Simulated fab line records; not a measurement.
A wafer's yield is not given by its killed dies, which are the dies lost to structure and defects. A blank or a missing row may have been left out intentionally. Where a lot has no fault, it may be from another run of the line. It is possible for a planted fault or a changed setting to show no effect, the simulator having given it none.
Which tool was responsible? :: flow sky130 :: 37 wafers from 13 lots sampled at 4 of the route's 708 steps

== WHAT THE GAUGES READ, wafer by wafer ==
SKY_FIELD_ISO_THK_MEAS_25.
lot: L485
measured: day 2 07:17
on: film metro-01
FIELD_ISO_CVD_24_THK (nm): 588 589 581

lot: L486
measured: day 2 13:25
on: film metro-03
FIELD_ISO_CVD_24_THK (nm): 597 598 591

lot: L487
measured: day 2 19:57
on: film metro-03
FIELD_ISO_CVD_24_THK (nm): 595 604 591

lot: L488
measured: day 2 23:55
on: film metro-04
FIELD_ISO_CVD_24_THK (nm): 603 594 592

lot: L489
measured: day 3 03:02
on: film metro-04
FIELD_ISO_CVD_24_THK (nm): 588 587 593

lot: L490
measured: day 3 11:08
on: film metro-01
FIELD_ISO_CVD_24_THK (nm): 587 583 588

lot: L494
measured: day 4 05:52
on: film metro-04
FIELD_ISO_CVD_24_THK (nm): 589 594

lot: L497
measured: day 4 23:01
on: film metro-04
FIELD_ISO_CVD_24_THK (nm): 599 598 596

lot: L500
measured: day 5 15:21
on: film metro-03
FIELD_ISO_CVD_24_THK (nm): 595 595

lot: L501
measured: day 5 21:56
on: film metro-04
FIELD_ISO_CVD_24_THK (nm): 603 600 606

lot: L506
measured: day 6 21:21
on: film metro-04
FIELD_ISO_CVD_24_THK (nm): 597 592 594

lot: L505
measured: day 6 21:22
on: film metro-01
FIELD_ISO_CVD_24_THK (nm): 591 594 594

lot: L507
measured: day 7 00:29
on: film metro-01
FIELD_ISO_CVD_24_THK (nm): 598 592 604

SKY_NWELL_THK_MEAS_02.
lot: L485
measured: day 2 12:29
on: film metro-01
NWELL_OXIDATION_THK (nm): 9.95 10.09 9.99

lot: L486
measured: day 2 21:12
on: film metro-02
NWELL_OXIDATION_THK (nm): 9.90 9.99 9.97

lot: L487
measured: day 3 02:31
on: film metro-02
NWELL_OXIDATION_THK (nm): 10.35 10.17 10.24

lot: L488
measured: day 3 04:17
on: film metro-03
NWELL_OXIDATION_THK (nm): 9.74 9.92 9.86

lot: L489
measured: day 3 08:27
on: film metro-03
NWELL_OXIDATION_THK (nm): 9.95 10.06 9.76

lot: L490
measured: day 3 15:43
on: film metro-03
NWELL_OXIDATION_THK (nm): 10.17 10.22 10.01

lot: L494
measured: day 4 09:55
on: film metro-01
NWELL_OXIDATION_THK (nm): 10.17 10.09

lot: L497
measured: day 5 04:18
on: film metro-01
NWELL_OXIDATION_THK (nm): 10.18 10.27 10.16

lot: L500
measured: day 5 21:16
on: film metro-01
NWELL_OXIDATION_THK (nm): 10.39 10.26

lot: L501
measured: day 6 02:47
on: film metro-02
NWELL_OXIDATION_THK (nm): 10.24 10.43 10.39

lot: L506
measured: day 7 04:48
on: film metro-03
NWELL_OXIDATION_THK (nm): 9.80 9.94 9.82

lot: L505
measured: day 7 04:49
on: film metro-01
NWELL_OXIDATION_THK (nm): 9.82 9.64 9.83

lot: L507
measured: day 7 07:14
on: film metro-01
NWELL_OXIDATION_THK (nm): 10.19 10.13 10.12

SKY_PWDE_OVL_MEAS_07.
lot: L485
measured: day 3 18:17
on: overlay-02
PWDE_OVL (nm): -0.9 0.7 -0.1

lot: L486
measured: day 4 04:26
on: overlay-01
PWDE_OVL (nm): -0.6 -0.4 -0.8

lot: L487
measured: day 4 09:49
on: overlay-02
PWDE_OVL (nm): 1.1 -1.8 1.7

lot: L488
measured: day 4 11:10
on: overlay-01
PWDE_OVL (nm): -1.2 -2.0 -2.4

lot: L489
measured: day 4 17:10
on: overlay-01
PWDE_OVL (nm): 1.0 -1.0 -1.6

lot: L490
measured: day 4 23:46
on: overlay-01
PWDE_OVL (nm): -0.2 0.4 0.4

lot: L494
measured: day 5 20:32
on: overlay-02
PWDE_OVL (nm): 0.5 -1.3

lot: L497
measured: day 6 16:44
on: overlay-02
PWDE_OVL (nm): -1.3 -0.2 -1.5

lot: L500
measured: day 7 09:39
on: overlay-01
PWDE_OVL (nm): -0.3 1.2

lot: L501
measured: day 7 15:58
on: overlay-01
PWDE_OVL (nm): 0.2 0.1 0.6

lot: L506
measured: day 8 21:52
on: overlay-01
PWDE_OVL (nm): 1.0 1.3 0.6

lot: L505
measured: day 8 22:02
on: overlay-02
PWDE_OVL (nm): -1.0 -1.3 -2.9

lot: L507
measured: day 9 00:10
on: overlay-02
PWDE_OVL (nm): -0.4 -0.4 -0.3

== WHICH TOOL RAN EACH LOT (tool, then ch and the chambers of the sampled wafers, then the start) ==
lot: L485
SKY_FIELD_ISO_CMP_27: cmp-01 ch 1,2,3, day 2 08:50

lot: L486
SKY_FIELD_ISO_CMP_27: cmp-01 ch 1,2,3, day 2 17:36

lot: L487
SKY_FIELD_ISO_CMP_27: cmp-01 ch 0,1, day 2 23:36

lot: L488
SKY_FIELD_ISO_CMP_27: cmp-02 ch 0,1,2, day 3 01:32

lot: L489
SKY_FIELD_ISO_CMP_27: cmp-01 ch 0,3, day 3 05:31

lot: L490
SKY_FIELD_ISO_CMP_27: cmp-02 ch 0,2,3, day 3 12:41

lot: L494
SKY_FIELD_ISO_CMP_27: cmp-01 ch 1, day 4 07:34

lot: L497
SKY_FIELD_ISO_CMP_27: cmp-01 ch 0,1,3, day 5 01:49

lot: L500
SKY_FIELD_ISO_CMP_27: cmp-01 ch 3, day 5 18:15

lot: L501
SKY_FIELD_ISO_CMP_27: cmp-02 ch 0,1,3, day 6 00:12

lot: L506
SKY_FIELD_ISO_CMP_27: cmp-02 ch 2,3, day 7 00:35

lot: L505
SKY_FIELD_ISO_CMP_27: cmp-02 ch 0,1,3, day 7 00:26

lot: L507
SKY_FIELD_ISO_CMP_27: cmp-02 ch 1,2, day 7 03:26
- SKY_FIELD_ISO_CMP_27: polishes, stops on Si3N4, t overpolish 16 s, target thk 457.8 nm.

== AS READ BY THE TOOLS THEMSELVES (means over the sampled wafers that have a number; for cases with no such wafer, the mark the record gives instead) ==
SKY_FIELD_ISO_CMP_27.
lot: L485
tool: cmp-01
motor current A (A): 11.7
overpolish run s (s): 15.998
time to endpoint s (s): 111

lot: L486
tool: cmp-01
motor current A (A): 11.5
overpolish run s (s): 15.994
time to endpoint s (s): 118

lot: L487
tool: cmp-01
motor current A (A): 12.2
overpolish run s (s): 15.999
time to endpoint s (s): 116

lot: L488
tool: cmp-02
motor current A (A): 12.5
overpolish run s (s): 16.005
time to endpoint s (s): 110

lot: L489
tool: cmp-01
motor current A (A): 10.9
overpolish run s (s): 16.008
time to endpoint s (s): 115

lot: L490
tool: cmp-02
motor current A (A): 12.0
overpolish run s (s): 15.990
time to endpoint s (s): 107

lot: L494
tool: cmp-01
motor current A (A): 13.8
overpolish run s (s): 16.000
time to endpoint s (s): 84

lot: L497
tool: cmp-01
motor current A (A): 11.8
overpolish run s (s): 16.004
time to endpoint s (s): 96

lot: L500
tool: cmp-01
motor current A (A): 10.6
overpolish run s (s): 16.000
time to endpoint s (s): 84

lot: L501
tool: cmp-02
motor current A (A): 12.5
overpolish run s (s): 16.010
time to endpoint s (s): 109

lot: L506
tool: cmp-02
motor current A (A): 11.7
overpolish run s (s): 15.991
time to endpoint s (s): 106

lot: L505
tool: cmp-02
motor current A (A): 12.3
overpolish run s (s): 16.000
time to endpoint s (s): 109

lot: L507
tool: cmp-02
motor current A (A): 12.9
overpolish run s (s): 16.001
time to endpoint s (s): 111

== THE ANSWER, worked out from the rows above alone ==
Rule: the usual values come from the lots themselves. The widest of any qualifying gaps counts: lots, ordered by their means at a reading, are off when they make up no more than a third of the lots, leave a main group of 4 or more, and stand apart from it by 3 or more times the standard deviation of that group's means. A main group is skipped when, at the precision printed for the reading in the tables above, its means are all equal. A lot without any number at a reading at which 4 lots or more have one is off too. The other lots that the step has rows for count as sound. First the gauges in route order, then the tools' own readings, where a lot's mean is used as printed above. At the first step where some lot is off, the reading lying furthest off is the one used; lots without a number count as furthest.
None of the lots is off at any reading shown; this tells nothing.

== WHAT THE SIMULATOR HAD PUT IN ==
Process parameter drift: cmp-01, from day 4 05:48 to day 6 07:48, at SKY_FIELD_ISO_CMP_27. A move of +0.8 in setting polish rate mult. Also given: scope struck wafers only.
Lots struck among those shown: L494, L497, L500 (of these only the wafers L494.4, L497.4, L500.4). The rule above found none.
